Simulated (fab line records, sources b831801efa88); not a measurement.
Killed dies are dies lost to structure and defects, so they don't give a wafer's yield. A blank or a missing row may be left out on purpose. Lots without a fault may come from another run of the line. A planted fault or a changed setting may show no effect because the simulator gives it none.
fab line records | flow sky130
record lots=5 wafers=15 last_day=49
route steps=708 shown LOCAL_INTERCONNECT@393 CONTACT@406 METAL1@434 PAD_OPEN@708
lots that met no fault: from a run of the same line without faults
start_h: hours from the record's first day to the start of the lot's first wafer shown | wait_h: hours since the lot's step before | " the same as in the row above | L1.1+2: a row that stands for several wafers | - no value, or no start given | * or withheld: withheld | < > ~ a bound
route shown NAME@n: a module of which the file shows steps, and the number in the route of the first | usual: mean/standard deviation of fault-free wafers | same: alike in all rows | chamber/n: place in a boat | sites: the reading at each site | _std_site: their standard deviation | _edge_site: outer sites' mean less inner sites' | radius_mm: how far each site lies from the wafer's centre | mask NAME#n: copy n | behind: the tool/chamber that last shaped the wafer | hold: why the lot was held/for how many hours/how that ended | device: the transistor (n, p or np) that didn't switch | end of line: the same wafers' tests at the end of the route | a step without rows: its recipe alone | killed: dies lost to structure and defects at the first sort, not the wafer's yield | map: a wafer's dies, x killed, . not, _ none there
set.NAME: the setting as run; set.NAME@STEP: as run at that earlier step | model.NAME: the simulator's own value behind a step, which no gauge read
lots at some steps of the route; a table a step, a row a wafer
services: from which hour (start_h, from the record's first day; less than 0 if before it) a tool's chamber was out of use, for how many hours, and why
## steps
# step SKY_LOCAL_INTERCONNECT_COAT_06
# recipe resist=KrF-thick spin_rpm=3000 resist_thk_nm=450
# step SKY_LOCAL_INTERCONNECT_SOFTBAKE_07
# recipe temp_c=100 time_s=90 resist=KrF-thick
# step SKY_LOCAL_INTERCONNECT_EXPOSE_08
# recipe mask_id=LI1M na=0.8 source_shape=annular sigma_inner=0.55 sigma_outer=0.85 target_cd_nm=170 dose_mj=28
# step SKY_LOCAL_INTERCONNECT_PEB_09
# recipe peb_temp_c=withheld peb_time_s=withheld resist=KrF-thick
# step SKY_LOCAL_INTERCONNECT_DEVELOP_10
# recipe develop_time_s=60 resist=KrF-thick dev_temp_c=21
# step SKY_LOCAL_INTERCONNECT_CD_MEAS_11
# recipe target_cd_nm=170
# usual cd_nm=169.5/1.5
# columns lot.wafer tool chamber start_h wait_h cd_nm
L509.1 cd_sem-01 - 700.92 - 169.1
L509.4 " - " " 170.3
L509.6 " - " " 169.0
L511.3 cd_sem-02 - 723.86 - 168.1
L511.5 " - " " 168.2
L511.6 " - " " 168.4
L515.2 cd_sem-01 - 758.19 - 170.1
L515.3 " - " " 168.9
L515.5 " - " " 170.1
L522.3 cd_sem-01 - 812.06 - 171.4
L522.4 " - " " 171.2
L522.6 " - " " 170.8
L524.4 cd_sem-02 - 822.64 - 169.3
L524.5 " - " " 170.5
L524.6 " - " " 169.5
# step SKY_LOCAL_INTERCONNECT_OVL_MEAS_12
# usual LOCAL_INTERCONNECT_OVL=0/5.5
# columns lot.wafer tool chamber start_h wait_h LOCAL_INTERCONNECT_OVL[nm]
L509.1 overlay-01 - 701.04 0.1 -5
L509.4 " - " " -4
L509.6 " - " " -11
L511.3 overlay-02 - 723.96 0.1 10
L511.5 " - " " 4
L511.6 " - " " 3
L515.2 overlay-01 - 758.30 0.1 -9
L515.3 " - " " -2
L515.5 " - " " -1
L522.3 overlay-01 - 812.15 0.1 5
L522.4 " - " " 0
L522.6 " - " " 1
L524.4 overlay-01 - 822.71 0.1 -5
L524.5 " - " " -1
L524.6 " - " " -7
# step SKY_LOCAL_INTERCONNECT_ETCH_13
# recipe chemistry=N2/H2 target=BARC ion_energy_ev=200 bias_w=100 pressure_mtorr=30 n2_flow_sccm=100 h2_flow_sccm=200 icp_w=500 stop_on=SiO2 time_s=45.9 target_depth_a=600
# step SKY_LOCAL_INTERCONNECT_METAL_ETCH_14
# recipe target_depth_nm=110 stop_on=PSG chemistry=Cl2/BCl3 target=TiN resist_sidewall_deg=88 pressure_mtorr=10 icp_w=900 bias_w=48.5 Cl2_flow_sccm=60 bcl3_flow_sccm=30 time_s=31.4
# step SKY_LOCAL_INTERCONNECT_STRIP_15
# recipe chemistry=O2/N2 power_w=1400 pressure_mtorr=1500 platen_temp_c=withheld o2_flow_sccm=3000 n2_flow_sccm=300 overash_fraction=0.5
# usual drypump_motor_current_A=5.6/0.4 o2_flow_sccm=3000/9.1 oes_product_au=0.427/0.005 strip_time_to_endpoint_s=4.729/0.023
# columns lot.wafer tool chamber start_h wait_h drypump_motor_current_A o2_flow_sccm oes_product_au rf_hours_counter_h strip_time_to_endpoint_s
L509.1 plasma_asher-02 1 701.19 0.0 5.4 3007 0.430 54 4.690
L509.4 " 1 " " 5.3 3007 0.429 - 4.730
L509.6 " 0 " " 5.9 2984 0.434 - 4.723
L511.3 plasma_asher-03 1 724.13 0.1 5.6 2998 0.427 - 4.741
L511.5 " 1 " " 5.5 2995 0.417 - 4.723
L511.6 " 0 " " 6.5 2993 0.433 - 4.745
L515.2 plasma_asher-03 1 758.56 0.1 5.6 3001 0.427 99 4.751
L515.3 " 1 " " 5.6 2999 0.427 - 4.768
L515.5 " 0 " " 6.5 2991 0.435 - 4.756
L522.3 plasma_asher-04 0 812.33 0.1 5.8 3016 0.427 - 4.755
L522.4 " 1 " " 5.1 3000 0.428 - 4.750
L522.6 " 1 " " 5.1 2995 0.428 - 4.713
L524.4 plasma_asher-04 0 822.88 0.1 5.8 3004 0.430 - 4.714
L524.5 " 1 " " 5.1 2984 0.422 - 4.710
L524.6 " 0 " " 5.7 2995 0.423 - 4.712
# step SKY_LOCAL_INTERCONNECT_STRIP_16
# recipe chemistry=post_etch_residue_remover time_s=1200 temp_c=72.5
# step SKY_LOCAL_INTERCONNECT_CLEAN_17
# recipe chemistry=IPA time_s=180 temp_c=25
# step SKY_LOCAL_INTERCONNECT_CLEAN_18
# recipe chemistry=O3/DIW dry=n2_spin
# columns lot.wafer tool chamber start_h wait_h
L509.1+4+6 wet_bench-02 3 701.72 0.0
L511.3+5+6 wet_bench-01 3 724.60 0.0
L515.2+3+5 wet_bench-04 2 759.06 0.0
L522.3+4+6 wet_bench-02 1 812.80 0.0
L524.4+5+6 wet_bench-04 0 823.35 0.0
# step SKY_CONTACT_CVD_00
# recipe material=Si3N4 target_thk_nm=75 temp_c=400 time_s=withheld rf_w=450
# usual heater_power_outer_w=391/48 heater_power_w=686/89
# columns lot.wafer tool chamber start_h wait_h heater_power_outer_w heater_power_w
L509.1 pecvd-04 2 701.81 0.0 365 582
L509.4 " 2 " " 369 572
L509.6 " 1 " " 426 790
L511.3 pecvd-02 1 724.70 0.0 429 767
L511.5 " 0 " " 383 642
L511.6 " 1 " " 418 776
L515.2 pecvd-01 0 759.15 0.0 476 841
L515.3 " 1 " " 382 661
L515.5 " 0 " " 486 862
L522.3 pecvd-04 0 812.89 0.0 318 516
L522.4 " 2 " " 387 619
L522.6 " 0 " " 324 513
L524.4 pecvd-02 2 823.46 0.0 412 712
L524.5 " 0 " " 335 607
L524.6 " 2 " " 407 702
# step SKY_CONTACT_THK_MEAS_01
# recipe reads=Si3N4_of_CONTACT_CVD_00
# usual CONTACT_CVD_00_THK=74.8/1
# columns lot.wafer tool chamber start_h wait_h CONTACT_CVD_00_THK[nm]
L509.1 film_metro-04 - 701.85 - 74.6
L509.4 " - " " 75.4
L509.6 " - " " 75.6
L511.3 film_metro-02 - 724.75 - 74.0
L511.5 " - " " 73.9
L511.6 " - " " 74.2
L515.2 film_metro-04 - 759.19 - 73.7
L515.3 " - " " 73.9
L515.5 " - " " 73.8
L522.3 film_metro-04 - 812.94 - 73.6
L522.4 " - " " 77.4
L522.6 " - " " 74.5
L524.4 film_metro-03 - 823.52 - 74.6
L524.5 " - " " 74.5
L524.6 " - " " 74.8
# step SKY_CONTACT_HDPCVD_02
# recipe material=SiO2 target_thk_nm=565 sigma_open_frac=0.3 time_s=94.2 temp_c=600 sih4_flow_sccm=60 pressure_mtorr=6
# step SKY_CONTACT_THK_MEAS_03
# recipe reads=SiO2_of_CONTACT_HDPCVD_02
# usual CONTACT_HDPCVD_THK=562/5.3
# columns lot.wafer tool chamber start_h wait_h CONTACT_HDPCVD_THK[nm]
L509.1 film_metro-03 - 701.98 0.0 560
L509.4 " - " " 564
L509.6 " - " " 562
L511.3 film_metro-03 - 724.88 0.1 559
L511.5 " - " " 562
L511.6 " - " " 555
L515.2 film_metro-03 - 759.32 0.0 567
L515.3 " - " " 557
L515.5 " - " " 562
L522.3 film_metro-03 - 813.07 0.1 570
L522.4 " - " " 561
L522.6 " - " " 562
L524.4 film_metro-04 - 823.65 0.0 561
L524.5 " - " " 565
L524.6 " - " " 559
# step SKY_CONTACT_CMP_04
# recipe material=SiO2 down_force_psi=4 platen_rpm=60 pad_velocity_m_s=0.94248
# step SKY_CONTACT_BOW_MEAS_05
# recipe mode=bow
# usual CONTACT_BOW=80/6.8
# columns lot.wafer tool chamber start_h wait_h CONTACT_BOW[um]
L509.1 film_metro-04 - 702.34 0.2 82
L509.4 " - " " 80
L509.6 " - " " 80
L511.3 film_metro-04 - 725.26 0.1 82
L511.5 " - " " 87
L511.6 " - " " 84
L515.2 film_metro-04 - 759.69 0.3 71
L515.3 " - " " 82
L515.5 " - " " 80
L522.3 film_metro-02 - 813.45 0.2 80
L522.4 " - " " 76
L522.6 " - " " 75
L524.4 film_metro-03 - 824.04 0.2 78
L524.5 " - " " 90
L524.6 " - " " 90
# step SKY_CONTACT_DEHYDRATE_06
# recipe temp_c=200 time_s=60
# step SKY_CONTACT_HMDS_07
# recipe prime_time_s=60 prime_temp_c=120
# step SKY_CONTACT_COAT_08
# recipe resist=BARC temp_c=withheld time_s=withheld spin_rpm=3000 resist_thk_nm=60
# step SKY_CONTACT_COAT_09
# recipe resist=KrF-thick spin_rpm=3000 resist_thk_nm=450
# step SKY_CONTACT_SOFTBAKE_10
# recipe temp_c=100 time_s=90 resist=KrF-thick
# step SKY_CONTACT_EXPOSE_11
# recipe mask_id=CTM1 na=0.8 source_shape=annular sigma_inner=0.55 sigma_outer=0.85 target_cd_nm=170 dose_mj=38
# step SKY_CONTACT_PEB_12
# recipe peb_temp_c=withheld peb_time_s=withheld resist=KrF-thick
# step SKY_CONTACT_DEVELOP_13
# recipe develop_time_s=60 resist=KrF-thick dev_temp_c=21
# step SKY_CONTACT_CD_MEAS_14
# recipe target_cd_nm=170
# usual cd_nm=169.6/1.6
# columns lot.wafer tool chamber start_h wait_h cd_nm
L509.1 cd_sem-02 - 729.74 - 172.1
L509.4 " - " " 171.9
L509.6 " - " " 171.3
L511.3 cd_sem-01 - 752.76 - 171.6
L511.5 " - " " 171.2
L511.6 " - " " 172.0
L515.2 cd_sem-01 - 786.74 - 168.4
L515.3 " - " " 169.2
L515.5 " - " " 169.7
L522.3 cd_sem-02 - 839.84 - 168.1
L522.4 " - " " 167.7
L522.6 " - " " 169.1
L524.4 cd_sem-01 - 850.70 - 168.0
L524.5 " - " " 169.8
L524.6 " - " " 168.4
# step SKY_CONTACT_OVL_MEAS_15
# usual CONTACT_OVL=1/4.9
# columns lot.wafer tool chamber start_h wait_h CONTACT_OVL[nm]
L509.1 overlay-01 - 729.86 0.1 6
L509.4 " - " " 4
L509.6 " - " " -6
L511.3 overlay-02 - 752.85 0.1 0
L511.5 " - " " 2
L511.6 " - " " -2
L515.2 overlay-01 - 786.85 0.1 5
L515.3 " - " " -3
L515.5 " - " " -3
L522.3 overlay-01 - 839.94 0.1 8
L522.4 " - " " 1
L522.6 " - " " 4
L524.4 overlay-01 - 850.77 0.1 6
L524.5 " - " " 9
L524.6 " - " " 4
# step SKY_CONTACT_ETCH_16
# recipe chemistry=N2/H2 target=BARC ion_energy_ev=200 source_w=500 bias_w=100 pressure_mtorr=30 n2_flow_sccm=100 h2_flow_sccm=200 stop_on=SiO2 time_s=45.9 target_depth_a=600
# step SKY_CONTACT_ETCH_17
# recipe target=SiO2 chemistry=C4F8/O2/Ar stop_on=Si3N4 mask_material=KrF-thick source_w=1500 bias_w=1200 pressure_mtorr=40 c4f8_flow_sccm=withheld O2_flow_sccm=6 Ar_flow_sccm=300 time_s=withheld target_depth_a=3400
# step SKY_CONTACT_ETCH_18
# recipe target=Si3N4 chemistry=CHF3/O2 stop_on=TiN source_w=600 bias_w=200 pressure_mtorr=40 chf3_flow_sccm=50 O2_flow_sccm=5 time_s=39 target_depth_a=750
# usual drypump_motor_current_A=5.8/0.43 oes_product_au=0.853/0.0081 throttle_valve_pct=8.793/0.0086
# columns lot.wafer tool chamber start_h wait_h drypump_motor_current_A oes_product_au rf_hours_counter_h throttle_valve_pct
L509.1 rie_diel-01 2 - - 5.6 0.845 16 8.796
L509.4 " 3 " " 5.9 0.859 4 8.798
L509.6 " 2 " " 5.6 0.855 - 8.803
L511.3 rie_diel-03 3 - - 4.9 0.837 9 8.784
L511.5 " 3 " " 4.9 0.849 - 8.801
L511.6 " 0 " " 5.3 0.844 - 8.806
L515.2 rie_diel-01 1 - - 6.6 0.844 6 8.792
L515.3 " 0 " " 6.0 0.844 4 8.787
L515.5 " 2 " " 5.6 0.846 - 8.798
L522.3 rie_diel-03 0 - - 5.4 0.838 7 8.793
L522.4 " 2 " " 5.7 0.865 11 8.802
L522.6 " 3 " " 4.9 0.854 - 8.785
L524.4 rie_diel-01 2 - - 5.6 0.845 20 8.777
L524.5 " 0 " " 6.0 0.851 - 8.811
L524.6 " 3 " " 6.0 0.853 - 8.799
# step SKY_CONTACT_STRIP_19
# recipe chemistry=O2/N2 power_w=1400 pressure_mtorr=1500 platen_temp_c=withheld o2_flow_sccm=3000 n2_flow_sccm=300 overash_fraction=0.5
# step SKY_CONTACT_STRIP_20
# recipe chemistry=post_etch_residue_remover time_s=1200 temp_c=72.5
# step SKY_CONTACT_CLEAN_21
# recipe chemistry=IPA time_s=180 temp_c=25
# step SKY_CONTACT_CLEAN_22
# recipe chemistry=O3/DIW dry=n2_spin
# step SKY_CONTACT_SPUTTER_23
# recipe material=TiN target_thk_nm=20 chamber_pressure_pa=5 power_w=4000 time_s=80
# step SKY_CONTACT_CVD_24
# recipe material=W target_thk_nm=340 time_s=102.12 temp_c=400 pressure_torr=40
# step SKY_CONTACT_RS_MEAS_25
# recipe thk_meas_gauge=four-point-probe reads=W_of_CONTACT_CVD_24+TiN_of_CONTACT_SPUTTER_23
# usual CONTACT_W_RS=0.336/0.0041
# columns lot.wafer tool chamber start_h wait_h CONTACT_W_RS[ohm/sq]
L509.1 film_metro-03 - 730.79 0.1 0.344
L509.4 " - " " 0.342
L509.6 " - " " 0.335
L511.3 film_metro-03 - 753.82 0.1 0.332
L511.5 " - " " 0.336
L511.6 " - " " 0.328
L515.2 film_metro-04 - 787.80 0.1 0.332
L515.3 " - " " 0.333
L515.5 " - " " 0.330
L522.3 film_metro-03 - 840.90 0.1 0.336
L522.4 " - " " 0.333
L522.6 " - " " 0.336
L524.4 film_metro-04 - 851.76 0.1 0.335
L524.5 " - " " 0.337
L524.6 " - " " 0.329
# step SKY_CONTACT_THK_MEAS_26
# recipe thk_meas_gauge=xrf reads=W_of_CONTACT_CVD_24
# usual CONTACT_W_THK=341/5.5
# columns lot.wafer tool chamber start_h wait_h CONTACT_W_THK[nm]
L509.1 film_metro-03 - 730.91 0.1 339
L509.4 " - " " 339
L509.6 " - " " 347
L511.3 film_metro-03 - 753.92 0.1 349
L511.5 " - " " 344
L511.6 " - " " 352
L515.2 film_metro-04 - 787.91 0.1 341
L515.3 " - " " 340
L515.5 " - " " 341
L522.3 film_metro-03 - 841.00 0.1 343
L522.4 " - " " 346
L522.6 " - " " 342
L524.4 film_metro-04 - 851.85 0.1 345
L524.5 " - " " 342
L524.6 " - " " 353
# step SKY_CONTACT_CMP_27
# recipe stop_on=SiO2 t_overpolish_s=15 down_force_psi=3.5 platen_rpm=60 target_thk_nm=0 pad_velocity_m_s=0.94248
# usual motor_current_A=10.7/1.1 overpolish_run_s=14.999/0.0098 time_to_endpoint_s=83/4.8
# columns lot.wafer tool chamber start_h wait_h motor_current_A overpolish_run_s time_to_endpoint_s
L509.4 cmp-01 1 730.97 0.0 10.5 15.019 84
L509.1 " 0 " " 12.3 15.006 83
L509.6 " 1 " " 10.9 15.008 83
L511.3 cmp-01 1 754.11 0.2 11.3 15.007 91
L511.6 " 2 " " 10.5 15.017 88
L511.5 " 3 " " 9.6 15.014 79
L515.2 cmp-01 0 787.96 0.0 12.2 14.986 88
L515.3 " 3 " " 9.9 14.982 82
L515.5 " 0 " " 12.6 15.020 87
L522.3 cmp-02 3 841.14 0.1 10.7 14.988 83
L522.4 " 0 " " 11.7 14.999 84
L522.6 " 2 " " 8.9 14.987 87
L524.4 cmp-02 3 852.16 0.3 10.3 15.000 81
L524.5 " 2 " " 9.4 15.012 88
L524.6 " 3 " " 10.2 14.986 87
# step SKY_METAL1_SPUTTER_00
# recipe material=Ti target_thk_nm=15 power_w=3000 time_s=10 chamber_pressure_pa=0.4
# usual chamber_pressure_pa=0.4000/0.00082 throttle_valve_pct=30.0/0.83
# columns lot.wafer tool chamber start_h wait_h chamber_pressure_pa throttle_valve_pct
L509.1 pvd_sputter-01 - 731.27 0.1 0.4002 28.7
L509.4 " - " " 0.4013 31.2
L509.6 " - " " 0.4005 28.5
L511.3 pvd_sputter-03 - 754.26 0.1 0.3987 29.2
L511.5 " - " " 0.3987 29.6
L511.6 " - " " 0.4006 30.0
L515.2 pvd_sputter-04 - 788.26 0.2 0.3999 30.8
L515.3 " - " " 0.4021 29.3
L515.5 " - " " 0.3995 31.3
L522.3 pvd_sputter-03 - 841.34 0.1 0.4001 29.3
L522.4 " - " " 0.4003 29.3
L522.6 " - " " 0.3997 29.4
L524.4 pvd_sputter-04 - 852.41 0.2 0.3999 29.3
L524.5 " - " " 0.4002 29.8
L524.6 " - " " 0.4014 31.0
# step SKY_PAD_OPEN_PROBE_99
# usual killed_at_M0_to_M3=44/7.3 killed_at_M4_up=3.5/1.8 killed_at_contacts=24/5.8 killed_at_front_end=16/4.3 killed_at_other=0.5/0.68 killed_dies=88/9.4 killed_open=48/6.8 killed_short=40/6.1
# same gross_dies=492 killed_at_back_side=0
# columns lot.wafer tool chamber start_h wait_h killed_at_M0_to_M3 killed_at_M4_up killed_at_contacts killed_at_front_end killed_at_other killed_dies killed_open killed_short
L522.3 prober-02 - 1153.84 0.2 37 3 84 22 0 146 55 35
L522.4 prober-02 - 1153.89 0.2 40 2 77 24 0 143 42 47
L522.6 prober-02 - 1153.99 0.2 40 2 78 16 1 137 42 37
# killed by level:class
L522.3 LOCAL_INTERCONNECT:unspecified=56 CONTACT:geometric_particle:open=11 LI_CONTACT:geometric_particle:open=10 VIA1:geometric_particle:open=8 METAL1:geometric_particle:short=7 VIA2:geometric_particle:open=6 FIELD_ISO:geometric_particle:open=5 POLY_GATE:geometric_particle:short=5
L522.4 LOCAL_INTERCONNECT:unspecified=54 CONTACT:geometric_particle:open=8 METAL2:geometric_particle:short=8 POLY_GATE:geometric_particle:open=7 VIA1:geometric_particle:open=7 LOCAL_INTERCONNECT:geometric_particle:short=6 FIELD_ISO:geometric_particle:short=5 POLY_GATE:geometric_particle:short=5
L522.6 LOCAL_INTERCONNECT:unspecified=57 METAL1:geometric_particle:short=8 VIA1:geometric_particle:open=8 LI_CONTACT:geometric_particle:open=6 VIA2:geometric_particle:open=6 CONTACT:geometric_particle:short=5 CONTACT:geometric_particle:open=5 VIA3:geometric_particle:short=4
# map L522.3 (x killed, . not)
__________......xxx._________
________.x.x.........._______
______.x..........x....._____
_____..xx..x..x.x.....x.x____
____...x.x.....x.....x.x..___
___x..xx...x...x..x........__
__xxxxxxx.........x.x..x..x._
_.xxxxxxxxxx...........x...xx
_xxxxxxxxx..x.xx.xxx......x..
_xxxxxxxxxxx....x.....x.x....
_xxxxxxxx.x..x....x..x.......
_xxxxxxxxx.........x....x...x
_xx.xxxxx.............x..x...
_...x.xxx...x...xx......x....
_................x.x...x.....
__....x........x..........x._
___.......x....x..x...x....__
____.x.....x...x.......x.x___
_____.......x......xx....____
______.................x_____
________.x..x.x....x.._______
__________x.x......x_________
# map L509.6 (x killed, . not)
__________..xx...x.._________
________......xx......_______
______.....x...x..x....._____
_____.x.x.xxx............____
____.x............xx......___
___......x........x.x......__
__.........x...x....x...x.xx_
_..x............xx.x....x.xxx
_...x...................x....
_...........xx..x.x.......x..
_.x..x........x.xxx.xx.x.xxxx
_.x...xx..x.x......x.x.x.....
_...x.x...............x......
_...x.....xx.xx..............
_......x..xxx........x.x.....
__.......x...x.....x.x...xx._
___..x.xx.x.x.....x...x....__
____.......x.x...x..xxx..x___
_____.x..x.............x.____
______.x.xx....x......x._____
________.............._______
__________.........._________
## services
# columns tool chamber start_h hours kind
plasma_asher-04 - 681.52 15.6 pm
cmp-02 - 689.87 1.3 repair
rie_diel-01 - 694.35 2.2 repair
plasma_asher-04 - 701.37 1.6 repair
pvd_sputter-04 - 705.33 2.1 repair
cmp-02 - 719.57 6.6 pm
rie_diel-03 2 720.22 1.3 repair
plasma_asher-04 - 733.75 9.0 pm
pecvd-02 - 740.63 0.4 repair
rie_diel-01 0 740.71 16.5 repair
cmp-01 - 744.02 4.0 pm
plasma_asher-03 - 746.18 2.1 repair
wet_bench-04 - 751.30 1.9 pm
rie_diel-01 1 752.20 6.7 repair
cmp-02 - 753.16 0.5 repair
cmp-02 - 754.38 1.3 repair
cmp-02 - 756.85 4.5 repair
plasma_asher-03 - 758.71 14.6 pm
pecvd-04 - 774.75 5.5 pm
rie_diel-01 3 777.97 32.2 repair
wet_bench-02 - 783.03 1.1 repair
cmp-01 - 783.15 0.3 repair
rie_diel-01 0 800.71 4.4 repair
rie_diel-01 - 827.40 2.8 pm
## key
first_sign step=SKY_PAD_OPEN_PROBE_99 reading=killed_at_contacts direction=up sigmas=9.6 usual=24 struck=80
effect step=SKY_PAD_OPEN_PROBE_99 reading=killed_dies direction=up sigmas=5.7 usual=88 struck=142
met_at SKY_LOCAL_INTERCONNECT_CLEAN_18
struck_wafers L522.3,L522.4,L522.6
tester_left_out L522
also_fits SKY_CONTACT_CVD_00:pecvd-04,SKY_CONTACT_ETCH_18:rie_diel-03,SKY_METAL1_SPUTTER_00:pvd_sputter-03
fault kind=chamber_particle_source tool=wet_bench-02 chamber=1 onset_h=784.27 steps=SKY_LOCAL_INTERCONNECT_CLEAN_18 rate_per_visit_cm2=0.90173 end_h=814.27
# tester_left_out: of these lots the tester's yield and bins aren't shown, on N5 and GAA mostly nor the transistor test; their killed dies are dies lost to structure and defects alone, not to doping, threshold or leakage, so they don't give the yield
